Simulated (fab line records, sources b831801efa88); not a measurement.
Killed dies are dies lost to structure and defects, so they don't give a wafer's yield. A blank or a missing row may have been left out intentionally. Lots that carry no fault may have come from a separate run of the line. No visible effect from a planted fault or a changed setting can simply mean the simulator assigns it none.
2 desks looking at one fault :: flow gf180mcu :: only its own numbers are on each desk; what lay behind them is given at the end

## DESK OF THE TOOL OWNER: wet bench-02
The tool's own readings at GF_HV_LDD_CLEAN_51 (cleans in SC1/SC2, time 150 s): means of the sampled wafers that have a number, for each lot that ran on this tool. The brackets show how far a lot's mean lies from the usual mean; more than 4 standard deviations puts the lot out of limits, marked OUT.
Columns: A = run length s at GF_HV_LDD_CLEAN_51, usual 180 s
lot: L698
first seen here: day 12 09:13
A: 182

lot: L704
first seen here: day 14 10:29
A: 181

lot: L709
first seen here: day 16 00:32
A: 185

lot: L715
first seen here: day 18 05:30
A: 50 (-33) OUT

lot: L716
first seen here: day 18 09:08
A: 50 (-33) OUT
This desk's finding: out of limits on L715, L716; first on L715, day 18 05:30 (run length s at GF_HV_LDD_CLEAN_51). L698, L704, L709: within limits.

## AT THE METROLOGY DESK
Lot by lot, what the gauges showed, no matter which tool ran the lot: averages of those sampled wafers that carry a number. The brackets show how far a lot's mean lies from the usual mean; more than 4 standard deviations puts the lot out of limits, marked OUT.
Columns: A = HV_LDD_OVL at GF_HV_LDD_OVL_MEAS_08, usual 0.6 nm
lot: L698
first seen here: day 9 22:55
A: 1.8

lot: L699
first seen here: day 10 10:10
A: 0.9

lot: L703
first seen here: day 11 14:53
A: 1.3

lot: L704
first seen here: day 11 21:25
A: 1.1

lot: L707
first seen here: day 12 18:55
A: 0.4

lot: L708
first seen here: day 13 02:41
A: -0.0

lot: L709
first seen here: day 13 08:20
A: 1.3

lot: L710
first seen here: day 13 18:05
A: -1.2

lot: L713
first seen here: day 14 15:00
A: 1.2

lot: L715
first seen here: day 15 07:52
A: 0.1

lot: L716
first seen here: day 15 10:49
A: 0.4

lot: L719
first seen here: day 16 12:56
A: 0.7

lot: L720
first seen here: day 16 18:56
A: 1.6

lot: L721
first seen here: day 17 03:02
A: 1.0
This desk found nothing out of limits on any of the 14 lots.

## TAKEN TOGETHER
The tool owner's desk had the chance to raise an alarm at day 18 05:30 on L715, L716.
The metrology desk saw nothing out of limits.
The metrology desk has L715, L716 on record, within its limits.
All the named lots went through GF_HV_LDD_CLEAN_51 on wet bench-02.

## WHAT THE SIMULATOR HAD INSERTED
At GF_HV_LDD_CLEAN_51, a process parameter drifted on wet bench-02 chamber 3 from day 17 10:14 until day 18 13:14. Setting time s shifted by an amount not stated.
Struck lots among those shown: L715, L716.
Time in hours from fault onset to the first out-of-limits reading at each desk: the tool owner's desk, 19.
